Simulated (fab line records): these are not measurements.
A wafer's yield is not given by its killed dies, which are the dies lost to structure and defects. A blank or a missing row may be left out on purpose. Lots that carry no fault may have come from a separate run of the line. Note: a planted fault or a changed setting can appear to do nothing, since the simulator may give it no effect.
Which tool was responsible? || flow gf180mcu || 38 wafers from 13 lots sampled at 5 of the route's 602 steps

## WHAT THE GAUGES READ, wafer by wafer
GF_M4_THK_MEAS_06: measures by xrf.
{"lot": "L382", "measured": "day 22 06:08", "on": "film_metro-04", "M4_ALCU_THK (nm)": "448 448 452"}
{"lot": "L383", "measured": "day 22 16:56", "on": "film_metro-01", "M4_ALCU_THK (nm)": "451 453 450"}
{"lot": "L384", "measured": "day 23 04:29", "on": "film_metro-01", "M4_ALCU_THK (nm)": "450 450 449"}
{"lot": "L385", "measured": "day 23 08:40", "on": "film_metro-04", "M4_ALCU_THK (nm)": "451 450 450"}
{"lot": "L387", "measured": "day 24 07:39", "on": "film_metro-02", "M4_ALCU_THK (nm)": "452 454 447"}
{"lot": "L388", "measured": "day 24 15:04", "on": "film_metro-04", "M4_ALCU_THK (nm)": "459 451 456"}
{"lot": "L389", "measured": "day 24 19:46", "on": "film_metro-01", "M4_ALCU_THK (nm)": "452 448 450"}
{"lot": "L390", "measured": "day 25 07:58", "on": "film_metro-04", "M4_ALCU_THK (nm)": "456 457 457"}
{"lot": "L391", "measured": "day 25 17:22", "on": "film_metro-01", "M4_ALCU_THK (nm)": "443 444 452"}
{"lot": "L392", "measured": "day 26 00:33", "on": "film_metro-02", "M4_ALCU_THK (nm)": "457 452 458"}
{"lot": "L393", "measured": "day 26 05:23", "on": "film_metro-04", "M4_ALCU_THK (nm)": "457 457 451"}
{"lot": "L394", "measured": "day 26 11:28", "on": "film_metro-04", "M4_ALCU_THK (nm)": "456 455 458"}
{"lot": "L403", "measured": "day 29 11:32", "on": "film_metro-02", "M4_ALCU_THK (nm)": "448 450"}

GF_PASSIVATION_THK_MEAS_01.
{"lot": "L382", "measured": "day 27 23:05", "on": "film_metro-04", "PASSIVATION_CVD_00_THK (nm)": "1008 1017 1015"}
{"lot": "L383", "measured": "day 28 08:47", "on": "film_metro-02", "PASSIVATION_CVD_00_THK (nm)": "992 1000 1016"}
{"lot": "L384", "measured": "day 28 18:19", "on": "film_metro-03", "PASSIVATION_CVD_00_THK (nm)": "1000 985 1013"}
{"lot": "L385", "measured": "day 28 21:43", "on": "film_metro-02", "PASSIVATION_CVD_00_THK (nm)": "985 997 1025"}
{"lot": "L387", "measured": "day 29 15:59", "on": "film_metro-04", "PASSIVATION_CVD_00_THK (nm)": "995 993 1002"}
{"lot": "L388", "measured": "day 29 23:08", "on": "film_metro-04", "PASSIVATION_CVD_00_THK (nm)": "1015 1009 1030"}
{"lot": "L389", "measured": "day 30 02:06", "on": "film_metro-04", "PASSIVATION_CVD_00_THK (nm)": "989 1004 1010"}
{"lot": "L390", "measured": "day 30 12:06", "on": "film_metro-04", "PASSIVATION_CVD_00_THK (nm)": "999 985 1010"}
{"lot": "L391", "measured": "day 30 21:46", "on": "film_metro-04", "PASSIVATION_CVD_00_THK (nm)": "998 996 1008"}
{"lot": "L392", "measured": "day 31 03:37", "on": "film_metro-03", "PASSIVATION_CVD_00_THK (nm)": "998 998 1019"}
{"lot": "L393", "measured": "day 31 08:00", "on": "film_metro-04", "PASSIVATION_CVD_00_THK (nm)": "986 967 983"}
{"lot": "L394", "measured": "day 31 13:19", "on": "film_metro-04", "PASSIVATION_CVD_00_THK (nm)": "1000 1009 1008"}
{"lot": "L403", "measured": "day 34 01:34", "on": "film_metro-02", "PASSIVATION_CVD_00_THK (nm)": "1320 1023"}

## TOOL THAT RAN EACH LOT (tool first, then ch and the chambers of the sampled wafers, then the start)
{"lot": "L382", "GF_M3_SPUTTER_00": "pvd_sputter-01, day 20 03:33", "GF_V4_SPUTTER_22": "pvd_sputter-02, day 24 06:20", "GF_PASSIVATION_CVD_00": "pecvd-02 ch 1,2, day 27 23:00"}
{"lot": "L383", "GF_M3_SPUTTER_00": "pvd_sputter-03, day 20 13:58", "GF_V4_SPUTTER_22": "pvd_sputter-04, day 24 16:52", "GF_PASSIVATION_CVD_00": "pecvd-01 ch 0,1,2, day 28 08:41"}
{"lot": "L384", "GF_M3_SPUTTER_00": "pvd_sputter-01, day 21 02:31", "GF_V4_SPUTTER_22": "pvd_sputter-04, day 25 03:39", "GF_PASSIVATION_CVD_00": "pecvd-01 ch 0,2, day 28 18:14"}
{"lot": "L385", "GF_M3_SPUTTER_00": "pvd_sputter-03, day 21 06:50", "GF_V4_SPUTTER_22": "pvd_sputter-02, day 25 06:53", "GF_PASSIVATION_CVD_00": "pecvd-02 ch 0,1,2, day 28 21:39"}
{"lot": "L387", "GF_M3_SPUTTER_00": "pvd_sputter-01, day 22 06:13", "GF_V4_SPUTTER_22": "pvd_sputter-04, day 26 04:03", "GF_PASSIVATION_CVD_00": "pecvd-02 ch 1,2, day 29 15:54"}
{"lot": "L388", "GF_M3_SPUTTER_00": "pvd_sputter-02, day 22 14:58", "GF_V4_SPUTTER_22": "pvd_sputter-04, day 26 12:10", "GF_PASSIVATION_CVD_00": "pecvd-03 ch 0,1, day 29 23:04"}
{"lot": "L389", "GF_M3_SPUTTER_00": "pvd_sputter-01, day 22 21:11", "GF_V4_SPUTTER_22": "pvd_sputter-04, day 26 15:38", "GF_PASSIVATION_CVD_00": "pecvd-01 ch 0,1,2, day 30 02:00"}
{"lot": "L390", "GF_M3_SPUTTER_00": "pvd_sputter-02, day 23 08:37", "GF_V4_SPUTTER_22": "pvd_sputter-02, day 27 02:51", "GF_PASSIVATION_CVD_00": "pecvd-02 ch 0,1, day 30 12:01"}
{"lot": "L391", "GF_M3_SPUTTER_00": "pvd_sputter-02, day 23 18:44", "GF_V4_SPUTTER_22": "pvd_sputter-04, day 27 13:05", "GF_PASSIVATION_CVD_00": "pecvd-03 ch 0,2, day 30 21:41"}
{"lot": "L392", "GF_M3_SPUTTER_00": "pvd_sputter-02, day 24 01:55", "GF_V4_SPUTTER_22": "pvd_sputter-01, day 27 19:57", "GF_PASSIVATION_CVD_00": "pecvd-03 ch 0,1,2, day 31 03:32"}
{"lot": "L393", "GF_M3_SPUTTER_00": "pvd_sputter-01, day 24 07:40", "GF_V4_SPUTTER_22": "pvd_sputter-01, day 28 00:14", "GF_PASSIVATION_CVD_00": "pecvd-01 ch 0,2, day 31 07:55"}
{"lot": "L394", "GF_M3_SPUTTER_00": "pvd_sputter-01, day 24 14:17", "GF_V4_SPUTTER_22": "pvd_sputter-02, day 28 06:23", "GF_PASSIVATION_CVD_00": "pecvd-01 ch 0,1,2, day 31 13:14"}
{"lot": "L403", "GF_M3_SPUTTER_00": "pvd_sputter-01, day 27 17:33", "GF_V4_SPUTTER_22": "pvd_sputter-04, day 31 02:13", "GF_PASSIVATION_CVD_00": "pecvd-03 ch 0,1, day 34 01:30"}
- GF_M3_SPUTTER_00: material Ti, target thk 37.5 nm, time 150 s.
- GF_V4_SPUTTER_22: material TiN, target thk 10 nm, time 40 s.
- GF_PASSIVATION_CVD_00: deposits SiO2 from TEOS, target thk 1000 nm, time 111.95 s.

## WHAT THE TOOLS THEMSELVES READ (means of the sampled wafers that have a number; where no wafer has one, the mark that the record gives instead)
GF_M3_SPUTTER_00.
{"lot": "L382", "tool": "pvd_sputter-01", "cathode_dc_power_W (W)": 3999.2, "throttle_valve_pct (%)": 29.7}
{"lot": "L383", "tool": "pvd_sputter-03", "cathode_dc_power_W (W)": 4000.0, "throttle_valve_pct (%)": 30.1}
{"lot": "L384", "tool": "pvd_sputter-01", "cathode_dc_power_W (W)": 4000.0, "throttle_valve_pct (%)": 29.2}
{"lot": "L385", "tool": "pvd_sputter-03", "cathode_dc_power_W (W)": 4000.8, "throttle_valve_pct (%)": 30.4}
{"lot": "L387", "tool": "pvd_sputter-01", "cathode_dc_power_W (W)": 4000.7, "throttle_valve_pct (%)": 30.2}
{"lot": "L388", "tool": "pvd_sputter-02", "cathode_dc_power_W (W)": 4000.2, "throttle_valve_pct (%)": 28.7}
{"lot": "L389", "tool": "pvd_sputter-01", "cathode_dc_power_W (W)": 3999.9, "throttle_valve_pct (%)": 30.0}
{"lot": "L390", "tool": "pvd_sputter-02", "cathode_dc_power_W (W)": 3999.4, "throttle_valve_pct (%)": 29.9}
{"lot": "L391", "tool": "pvd_sputter-02", "cathode_dc_power_W (W)": 3999.3, "throttle_valve_pct (%)": 29.0}
{"lot": "L392", "tool": "pvd_sputter-02", "cathode_dc_power_W (W)": 4000.2, "throttle_valve_pct (%)": 30.0}
{"lot": "L393", "tool": "pvd_sputter-01", "cathode_dc_power_W (W)": 4000.1, "throttle_valve_pct (%)": 29.9}
{"lot": "L394", "tool": "pvd_sputter-01", "cathode_dc_power_W (W)": 4000.5, "throttle_valve_pct (%)": 30.5}
{"lot": "L403", "tool": "pvd_sputter-01", "cathode_dc_power_W (W)": 3999.7, "throttle_valve_pct (%)": 31.5}

GF_V4_SPUTTER_22.
{"lot": "L382", "tool": "pvd_sputter-02", "cathode_dc_power_W (W)": 4000.9, "throttle_valve_pct (%)": 29.8}
{"lot": "L383", "tool": "pvd_sputter-04", "cathode_dc_power_W (W)": 4000.5, "throttle_valve_pct (%)": 29.9}
{"lot": "L384", "tool": "pvd_sputter-04", "cathode_dc_power_W (W)": 3999.5, "throttle_valve_pct (%)": 29.3}
{"lot": "L385", "tool": "pvd_sputter-02", "cathode_dc_power_W (W)": 4000.3, "throttle_valve_pct (%)": 28.5}
{"lot": "L387", "tool": "pvd_sputter-04", "cathode_dc_power_W (W)": 4000.3, "throttle_valve_pct (%)": 30.8}
{"lot": "L388", "tool": "pvd_sputter-04", "cathode_dc_power_W (W)": 3999.9, "throttle_valve_pct (%)": 29.2}
{"lot": "L389", "tool": "pvd_sputter-04", "cathode_dc_power_W (W)": 3999.9, "throttle_valve_pct (%)": 30.0}
{"lot": "L390", "tool": "pvd_sputter-02", "cathode_dc_power_W (W)": 4000.0, "throttle_valve_pct (%)": 30.1}
{"lot": "L391", "tool": "pvd_sputter-04", "cathode_dc_power_W (W)": 4000.2, "throttle_valve_pct (%)": 29.9}
{"lot": "L392", "tool": "pvd_sputter-01", "cathode_dc_power_W (W)": 4000.1, "throttle_valve_pct (%)": 29.4}
{"lot": "L393", "tool": "pvd_sputter-01", "cathode_dc_power_W (W)": 4000.2, "throttle_valve_pct (%)": 29.9}
{"lot": "L394", "tool": "pvd_sputter-02", "cathode_dc_power_W (W)": 3999.4, "throttle_valve_pct (%)": 30.4}
{"lot": "L403", "tool": "pvd_sputter-04", "cathode_dc_power_W (W)": 3999.7, "throttle_valve_pct (%)": 30.5}

GF_PASSIVATION_CVD_00.
{"lot": "L382", "tool": "pecvd-02", "heater_power_w (W)": 671, "run_length_s (s)": 140.1}
{"lot": "L383", "tool": "pecvd-01", "heater_power_w (W)": 589, "run_length_s (s)": 140.1}
{"lot": "L384", "tool": "pecvd-01", "heater_power_w (W)": 463, "run_length_s (s)": 140.0}
{"lot": "L385", "tool": "pecvd-02", "heater_power_w (W)": 675, "run_length_s (s)": 139.9}
{"lot": "L387", "tool": "pecvd-02", "heater_power_w (W)": 714, "run_length_s (s)": 140.3}
{"lot": "L388", "tool": "pecvd-03", "heater_power_w (W)": 862, "run_length_s (s)": 139.6}
{"lot": "L389", "tool": "pecvd-01", "heater_power_w (W)": 593, "run_length_s (s)": 140.0}
{"lot": "L390", "tool": "pecvd-02", "heater_power_w (W)": 576, "run_length_s (s)": 139.9}
{"lot": "L391", "tool": "pecvd-03", "heater_power_w (W)": 727, "run_length_s (s)": 140.0}
{"lot": "L392", "tool": "pecvd-03", "heater_power_w (W)": 780, "run_length_s (s)": 140.0}
{"lot": "L393", "tool": "pecvd-01", "heater_power_w (W)": 479, "run_length_s (s)": 140.4}
{"lot": "L394", "tool": "pecvd-01", "heater_power_w (W)": 629, "run_length_s (s)": 139.9}
{"lot": "L403", "tool": "pecvd-03", "heater_power_w (W)": 722, "run_length_s (s)": 155.6}

## THE ANSWER, worked out from the rows above alone
Rule: what is usual is taken from the lots themselves. Put in order of their means at a reading, lots are off if they are a third of the lots or fewer, leave a main group of 4 or more, and stand apart from it by a gap of 3 or more times the standard deviation of the main group's means; of several such gaps the widest counts. A main group whose means are all the same, to the digits that the tables above print for the reading, isn't used. A lot without any number at a reading at which 4 lots or more have one is off too. The other lots that the step has rows for count as sound. First the gauges in route order, then the tools' own readings, where a lot's mean is used as printed above. At the first step where some lot is off, the reading lying furthest off is the one used; lots without a number count as furthest.
Off: L403, seen at GF_PASSIVATION_THK_MEAS_01 (PASSIVATION_CVD_00_THK). The main group: mean 1002 nm, standard deviation 9.2.
If a tool, at a process step before that reading, ran all the lots that are off and no sound lot after the first of them, it fits. The gauges at GF_PASSIVATION_THK_MEAS_01 aren't tried: what is off there is off at GF_PASSIVATION_CVD_00 too, on other tools, and a gauge's error can't cause that. Can't be told from this: 3 tools fit, pvd_sputter-01 at GF_M3_SPUTTER_00, pvd_sputter-04 at GF_V4_SPUTTER_22, pecvd-03 at GF_PASSIVATION_CVD_00.

## WHAT THE SIMULATOR PUT IN
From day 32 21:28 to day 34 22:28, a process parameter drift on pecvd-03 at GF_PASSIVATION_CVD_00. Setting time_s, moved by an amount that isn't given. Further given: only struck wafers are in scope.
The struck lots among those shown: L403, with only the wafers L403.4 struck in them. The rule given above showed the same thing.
